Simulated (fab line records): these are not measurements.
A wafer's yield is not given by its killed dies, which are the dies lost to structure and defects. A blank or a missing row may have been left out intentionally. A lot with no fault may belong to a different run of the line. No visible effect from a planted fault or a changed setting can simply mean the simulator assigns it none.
Struck lot and sound lot, side by side    flow sky130    35 out of 708 route steps
Sound: the wafers L557.2, L557.3, L557.6. Struck: wafer L559.6 (L559.3, L559.4, from the same lot, were not struck and are left out); the cause is given at the end.
Order at every step that has rows: each side's tool, ch and its chambers, its first start. Under that, the readings that differ: sound wafers    struck wafers    difference of the means    sigmas: that difference in standard deviations of wafers without a fault.
alike: a reading whose means differ by less than 2 such deviations, as well as words and numbers matching on both sides. not compared: withheld readings; readings where some wafer has no value; bounds like >300 that might hide an equal value; numbers whose values overlap and for which the record gives no deviation.
The two part at a step that has a row with sigmas, a row that says differs or no value, or rows on one side only. Numbers that don't overlap but have no deviation are shown without sigmas and don't part them. A reading missing from all wafers of one side parts the sides only when that side holds two or more wafers.

first, 9 steps without rows for these wafers: SKY_METAL3_DESCUM_15 (chemistry O2, time 8 s); SKY_METAL3_ETCH_16 (etches BARC in N2/H2, stops on SiO2, time 88.2 s, target depth 60 nm); SKY_METAL3_ETCH_17 (etches SiO2 in C4F8/O2/Ar, stops on TiN, time 3.9 s, target depth 15 nm); SKY_METAL3_METAL_ETCH_18 (etches the open film in Cl2/BCl3, stops on SiO2, target depth 845 nm, time 183.1 s); SKY_METAL3_STRIP_19 (strips in O2/N2); SKY_METAL3_STRIP_20 (strips in post etch residue remover, time 1200 s); SKY_METAL3_CLEAN_21 (cleans in IPA, time 180 s); SKY_METAL3_CLEAN_22 (cleans in O3/DIW); SKY_VIA3_HDPCVD_00 (deposits SiO2, target thk 1635 nm, time 272.5 s).
SKY_VIA3_CMP_02: polishes SiO2.
  sound on cmp-02 ch 0,2,3, day 38 17:28; struck on cmp-02 ch 2, day 39 10:21
reading                                  sound              struck  difference  sigmas
platenRpm (rpm)                          59.99 59.96 60.10  59.91   -0.11       -2
model.SiO2_of_VIA3_HDPCVD_00.thkNm (nm)  465.6 467.7 465.4  418.5   -47.7       
  alike: motorCurrentA
SKY_VIA3_BOW_MEAS_03:
  struck on filmMetro-01, day 39 10:56; sound on filmMetro-02, day 38 17:44
  not compared: hold, VIA3_BOW
then, 8 steps without rows for these wafers: SKY_VIA3_HMDS_05 (prime time 60 s); SKY_VIA3_COAT_06 (resist thk 60 nm); SKY_VIA3_COAT_07 (resist thk 450 nm); SKY_VIA3_SOFTBAKE_08 (time 90 s); SKY_VIA3_EXPOSE_09 (exposes mask VIM3, target cd 200 nm); SKY_VIA3_PEB_10; SKY_VIA3_DEVELOP_11 (develop time 60 s); SKY_VIA3_ETCH_14 (etches BARC in N2/H2, stops on SiO2, time 45.9 s, target depth 60 nm).
SKY_VIA3_ETCH_15: etches SiO2 in C4F8/O2/Ar, stops on TiN, target depth 507 nm, time 78 s.
  sound on rieDiel-01 ch 1,3, day 39 18:56; struck on rieDiel-01 ch 0, day 40 11:11
reading                         sound              struck  difference  sigmas
oesProductAu (a.u.)             0.949 0.947 0.941  0.890   -0.056      -11
model.etch.depthNm (nm)         465.6 467.7 465.4  418.5   -47.7       
model.VIA3.featureDepthNm (nm)  465.6 467.7 465.4  418.5   -47.7       
  not compared: rfHoursCounterH
then, 13 steps without rows for these wafers: SKY_VIA3_STRIP_16 (strips in O2/N2); SKY_VIA3_STRIP_17 (strips in post etch residue remover, time 1200 s); SKY_VIA3_CLEAN_18 (cleans in IPA, time 180 s); SKY_VIA3_CLEAN_19 (cleans in O3/DIW); SKY_VIA3_SPUTTER_20 (material TiN, target thk 20 nm, time 80 s); SKY_VIA3_CVD_21 (deposits W, target thk 390 nm, time 117.31 s); SKY_VIA3_CMP_24 (polishes, stops on SiO2, t overpolish 20 s, target thk 0 nm); SKY_METAL4_SPUTTER_00 (material Ti, target thk 15 nm, time 10 s); SKY_METAL4_SPUTTER_01 (material TiN, target thk 20 nm, time 16.7 s); SKY_METAL4_SPUTTER_02 (material AlCu, target thk 735 nm, time 39.1 s); SKY_METAL4_SPUTTER_03 (material Ti, target thk 5 nm, time 3.3 s); SKY_METAL4_SPUTTER_04 (material TiN, target thk 70 nm, time 58.3 s); SKY_CAP2M_CVD_00 (deposits SiO2, target thk 15.5 nm).
-- the record jumps here: 2 days lie between the struck wafers' starts before and after (it left off in module CAP2M and takes up again in module METAL4, whose first step shown is number 598 of the route) --
SKY_METAL4_METAL_ETCH_18: etches the open film in Cl2/BCl3, stops on SiO2, target depth 845 nm, time 183.1 s.
  sound on rieMetal-04 ch 0,1, day 41 21:34; struck on rieMetal-03 ch 0, day 42 13:48
reading                                  sound              struck  difference  sigmas
model.SiO2_of_VIA3_HDPCVD_00.thkNm (nm)  436.3 437.7 435.7  388.8   -47.8       
  alike: drypumpMotorCurrentA, oesProductAu, throttleValvePct
  not compared: rfHoursCounterH
SKY_PAD_OPEN_PROBE_99:
  rows exist in the record for the sound wafers here (prober-02, day 45 20:56), none for the struck ones

== WHERE THEY PART ==
Last at SKY_PAD_OPEN_PROBE_99 as far as this record goes, first at SKY_VIA3_CMP_02.

WHY: what had been put in by the simulator
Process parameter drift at SKY_VIA3_CMP_02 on cmp-02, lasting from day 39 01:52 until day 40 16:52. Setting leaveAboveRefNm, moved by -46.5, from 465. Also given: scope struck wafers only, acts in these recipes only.
